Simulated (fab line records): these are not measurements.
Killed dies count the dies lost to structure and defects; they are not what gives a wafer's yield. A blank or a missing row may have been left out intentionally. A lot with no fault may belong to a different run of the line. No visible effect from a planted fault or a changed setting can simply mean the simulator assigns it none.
Chamber matching / flow sky130 / SKY_POLY_CUT_ETCH_10 on rieDiel-02 has 4 sister chambers
The step etches BARC in N2/H2, stops on SiO2, time 45.9 s, target depth 60 nm. 14 wafers are shown with their chamber, then 7 later ones without.

== WAFERS PAIRED WITH THEIR CHAMBERS ==
wafer=L822.2; chamber=0; drypumpMotorCurrentA (A)=6.7; oesProductAu (a.u.)=0.850; throttleValvePct (%)=13.210
wafer=L822.3; chamber=2; drypumpMotorCurrentA (A)=5.2; oesProductAu (a.u.)=0.841; throttleValvePct (%)=13.219
wafer=L822.4; chamber=3; drypumpMotorCurrentA (A)=5.1; oesProductAu (a.u.)=0.846; throttleValvePct (%)=13.224
wafer=L825.1; chamber=0; drypumpMotorCurrentA (A)=6.7; oesProductAu (a.u.)=0.858; throttleValvePct (%)=13.212
wafer=L825.4; chamber=3; drypumpMotorCurrentA (A)=5.1; oesProductAu (a.u.)=0.845; throttleValvePct (%)=13.221
wafer=L825.5; chamber=0; drypumpMotorCurrentA (A)=6.7; oesProductAu (a.u.)=0.861; throttleValvePct (%)=13.222
wafer=L835.1; chamber=1; drypumpMotorCurrentA (A)=6.0; oesProductAu (a.u.)=0.861; throttleValvePct (%)=13.251
wafer=L835.2; chamber=3; drypumpMotorCurrentA (A)=5.0; oesProductAu (a.u.)=0.862; throttleValvePct (%)=13.230
wafer=L835.4; chamber=0; drypumpMotorCurrentA (A)=6.7; oesProductAu (a.u.)=0.850; throttleValvePct (%)=13.241
wafer=L839.3; chamber=1; drypumpMotorCurrentA (A)=6.0; oesProductAu (a.u.)=0.855; throttleValvePct (%)=13.229
wafer=L839.4; chamber=0; drypumpMotorCurrentA (A)=6.7; oesProductAu (a.u.)=0.853; throttleValvePct (%)=13.224
wafer=L839.6; chamber=1; drypumpMotorCurrentA (A)=6.0; oesProductAu (a.u.)=0.856; throttleValvePct (%)=13.215
wafer=L838.1; chamber=0; drypumpMotorCurrentA (A)=6.7; oesProductAu (a.u.)=0.849; throttleValvePct (%)=13.237
wafer=L838.2; chamber=3; drypumpMotorCurrentA (A)=5.0; oesProductAu (a.u.)=0.853; throttleValvePct (%)=13.221

SIGNATURES, as means of the wafers listed above
reading=drypumpMotorCurrentA; chamber 0=6.700; chamber 1=6.000; chamber 2=5.200; chamber 3=5.050; scatter within a chamber=0.0316
reading=oesProductAu; chamber 0=0.85350; chamber 1=0.85733; chamber 2=0.84100; chamber 3=0.85150; scatter within a chamber=0.00572
reading=throttleValvePct; chamber 0=13.22433; chamber 1=13.23167; chamber 2=13.21900; chamber 3=13.22400; scatter within a chamber=0.0123
Rule: distance of a wafer from a chamber = root of the sum over the readings of ((wafer's reading minus chamber's mean) / reading's scatter) squared. The wafer belongs to the nearest chamber; if the next one is less than 2 further off, it can't be placed. The scatter: the root of (the sum of the squares of (reading less its chamber's mean) over the shown wafers, divided by (wafers less chambers)).

== WAFERS WITHOUT THEIR CHAMBER ==
wafer=L838.5; drypumpMotorCurrentA (A)=6.7; oesProductAu (a.u.)=0.852; throttleValvePct (%)=13.235
wafer=L843.2; drypumpMotorCurrentA (A)=6.0; oesProductAu (a.u.)=0.862; throttleValvePct (%)=13.224
wafer=L843.4; drypumpMotorCurrentA (A)=5.1; oesProductAu (a.u.)=0.863; throttleValvePct (%)=13.238
wafer=L843.5; drypumpMotorCurrentA (A)=6.0; oesProductAu (a.u.)=0.853; throttleValvePct (%)=13.224
wafer=L844.3; drypumpMotorCurrentA (A)=6.0; oesProductAu (a.u.)=0.857; throttleValvePct (%)=13.226
wafer=L844.4; drypumpMotorCurrentA (A)=5.1; oesProductAu (a.u.)=0.856; throttleValvePct (%)=13.237
wafer=L844.6; drypumpMotorCurrentA (A)=6.7; oesProductAu (a.u.)=0.858; throttleValvePct (%)=13.213

== WHICH CHAMBER EACH WENT THROUGH ==
wafer=L838.5; from the rows above=0; in truth=0
wafer=L843.2; from the rows above=1; in truth=1
wafer=L843.4; from the rows above=3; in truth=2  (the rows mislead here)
wafer=L843.5; from the rows above=1; in truth=1
wafer=L844.3; from the rows above=1; in truth=1
wafer=L844.4; from the rows above=3; in truth=3
wafer=L844.6; from the rows above=0; in truth=0
Correctly placed: 6 of 7. Left unplaced by these rows: 0. Wrongly placed: 1.
